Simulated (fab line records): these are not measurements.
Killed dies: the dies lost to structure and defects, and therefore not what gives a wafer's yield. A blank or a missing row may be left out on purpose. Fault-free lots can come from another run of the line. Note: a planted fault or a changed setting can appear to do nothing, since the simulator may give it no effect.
2 desks, one fault    flow sky130    what lay behind the numbers comes last; until then each desk has only its own

## DESK OF THE TOOL OWNER: lithoTrack-04
The tool's own readings at SKY_VT_ADJUST_HVTR_COAT_02 (resist thk 1140 nm): means of the sampled wafers that have a number, for each lot that ran on this tool. The brackets show how far a lot's mean lies from the usual mean; more than 4 standard deviations puts the lot out of limits, marked OUT.
Columns: A = spinSpeedRpm at SKY_VT_ADJUST_HVTR_COAT_02, usual 2999.8 rpm
lot   first seen here  A
L589  day 9 11:59      3001.2
L591  day 10 04:10     2998.7
L593  day 11 00:26     3001.8
L597  day 12 06:10     2998.4
L599  day 12 22:02     2997.9
L600  day 13 06:26     3000.2
L602  day 13 15:05     2997.7
L606  day 14 20:35     2811.0 (-90) OUT
L607  day 14 23:08     2812.6 (-89) OUT
This desk's finding: out of limits on L606, L607; first on L606, day 14 20:35 (spinSpeedRpm at SKY_VT_ADJUST_HVTR_COAT_02). In limits: L589, L591, L593, L597, L599, L600, L602.

## THE METROLOGY DESK
What the gauges read, lot by lot, whatever tool the lot ran on: means of the sampled wafers that have a number. The brackets show how far a lot's mean lies from the usual mean; more than 4 standard deviations puts the lot out of limits, marked OUT.
Columns: A = cdNm at SKY_VT_ADJUST_HVTP_CD_MEAS_07, usual 380 nm; B = cdNm at SKY_VT_ADJUST_NCORE_CD_MEAS_07, usual 379.3 nm; C = VT_ADJUST_NCORE_OVL at SKY_VT_ADJUST_NCORE_OVL_MEAS_08, usual -0.5 nm
lot   first seen here  A    B      C
L587  day 6 02:26      384  380.7  0.9
L589  day 6 13:47      382  378.2  -0.9
L590  day 6 16:29      382  376.5  -1.4
L591  day 7 02:05      380  378.7  -0.6
L592  day 7 11:05      385  377.7  -3.3
L593  day 7 19:23      380  382.9  -0.9
L597  day 8 21:25      382  375.5  -0.1
L598  day 9 01:56      376  379.8  -0.8
L599  day 9 11:20      378  386.0  -1.4
L600  day 9 18:52      379  379.2  -0.6
L602  day 10 02:44     386  380.6  -0.3
L606  day 11 04:10     377  375.5  -0.6
L607  day 11 06:56     375  376.3  -0.7
This desk's finding: nothing out of limits on any of the 13 lots.

## TAKEN TOGETHER
On L606, L607, at day 14 20:35, an alarm was possible from the tool owner's desk.
The metrology desk saw nothing out of limits.
The metrology desk holds a record of L606, L607, inside its limits.
All the named lots went through SKY_VT_ADJUST_HVTR_COAT_02 on lithoTrack-04.

## WHAT THE SIMULATOR HAD PUT IN
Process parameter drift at SKY_VT_ADJUST_HVTR_COAT_02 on lithoTrack-04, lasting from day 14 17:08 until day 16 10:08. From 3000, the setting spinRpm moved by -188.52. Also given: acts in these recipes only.
Lots struck among those shown: L606, L607.
Time in hours from fault onset to the first out-of-limits reading at each desk: the tool owner's desk, 3.
